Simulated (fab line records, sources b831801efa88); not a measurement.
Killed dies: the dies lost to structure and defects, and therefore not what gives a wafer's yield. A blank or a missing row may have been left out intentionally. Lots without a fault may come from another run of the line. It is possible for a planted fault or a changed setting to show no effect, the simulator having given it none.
The same fault as seen by 2 desks | flow sky130 | every desk sees just its own numbers, and what lay behind them comes last

== FOR THE TOOL OWNER'S DESK: implanter-04 ==
The tool's own readings at SKY_VT_ADJUST_HVTP_IMPLANT_09, given as means over the sampled wafers that have a number, one for each lot that went through this tool. A lot is out of limits, marked OUT, if its mean lies more than 4 standard deviations from the usual mean; the brackets give that distance.
Columns: A = beam-on-s at SKY_VT_ADJUST_HVTP_IMPLANT_09, usual 10.01 s; B = dose-ions-cm2 at SKY_VT_ADJUST_HVTP_IMPLANT_09, usual 4.301e+12; C = faraday-current-uA at SKY_VT_ADJUST_HVTP_IMPLANT_09, usual 24.2
lot  | first seen here | A     | B                           | C
L625 | day 6 05:14     | 10.35 | 4.307e+12                   | 23.5
L635 | day 8 18:59     | 10.03 | 4.987e+12 (+99 or more) OUT | 28.1 (+7.2) OUT
L636 | day 8 23:17     | 10.15 | 4.984e+12 (+99 or more) OUT | 27.7 (+6.5) OUT
L647 | day 11 22:29    | 10.14 | 4.300e+12                   | 23.9
L648 | day 12 05:01    | 10.01 | 4.293e+12                   | 24.2
This desk's verdict: out of limits on L635, L636, starting with L635 at day 8 18:59 (dose-ions-cm2 at SKY_VT_ADJUST_HVTP_IMPLANT_09). L625, L647, L648: within limits.

== FROM THE METROLOGY DESK ==
What the gauges read, lot by lot, whatever tool the lot ran on: means of the sampled wafers that have a number. A lot is out of limits, marked OUT, if its mean lies more than 4 standard deviations from the usual mean; the brackets give that distance.
Columns: A = cd-nm at SKY_FIELD_ISO_CD_MEAS_13, usual 149.8 nm; B = NWELL_OXIDATION_THK at SKY_NWELL_THK_MEAS_02, usual 9.96 nm; C = VT_ADJUST_HVTP_TW at SKY_VT_ADJUST_HVTP_TW_MEAS_11, usual 1360; D = POLY_GATE_TW at SKY_RES_PROTECT_TW_MEAS_08, usual 4063
lot  | first seen here | A     | B     | C               | D
L625 | day 2 08:49     | 148.4 | 9.98  | 1373            | 4046
L626 | day 2 13:16     | 147.3 | 9.96  | 1357            | 4070
L627 | day 2 14:19     | 151.7 | 10.00 | 1364            | 4082
L628 | day 2 22:34     | 149.7 | 10.16 | 1354            | 4019
L635 | day 4 09:22     | 150.6 | 10.22 | 1422 (+8.2) OUT | 4064
L636 | day 4 13:13     | 149.9 | 9.51  | 1429 (+9.1) OUT | 4075
L639 | day 5 06:03     | 150.6 | 10.17 | 1360            | 4081
L640 | day 5 12:19     | 149.8 | 9.68  | 1362            | 4075
L642 | day 5 21:13     | 149.6 | 10.03 | 1367            | 4082
L643 | day 6 01:11     | 150.1 | 9.99  | 1369            | 4067
L646 | day 6 17:32     | 151.0 | 10.02 | 1361            | 4030
L647 | day 6 23:05     | 149.9 | 9.73  | 1350            | 4062
L648 | day 7 05:13     | 148.9 | 9.69  | 1372            | 4059
Finding of this desk: L635, L636 out of limits, first seen on L635 at day 8 19:14 (VT_ADJUST_HVTP_TW at SKY_VT_ADJUST_HVTP_TW_MEAS_11). L625, L626, L627, L628, L639, L640, L642, L643, L646, L647, L648: within limits.

== PUT TOGETHER ==
The tool owner's desk could have raised an alarm at day 8 18:59, on L635, L636.
L635, L636 would have let the metrology desk raise an alarm at day 8 19:14.
The lots listed all ran SKY_VT_ADJUST_HVTP_IMPLANT_09 on implanter-04.

== WHAT HAD BEEN PUT IN BY THE SIMULATOR ==
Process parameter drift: implanter-04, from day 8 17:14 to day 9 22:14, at SKY_VT_ADJUST_HVTP_IMPLANT_09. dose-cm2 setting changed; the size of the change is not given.
Struck lots among those shown: L635, L636.
Delay (hours) between the fault's onset and each desk's first out-of-limits reading: 2 at the tool owner's desk, 2 at the metrology desk.
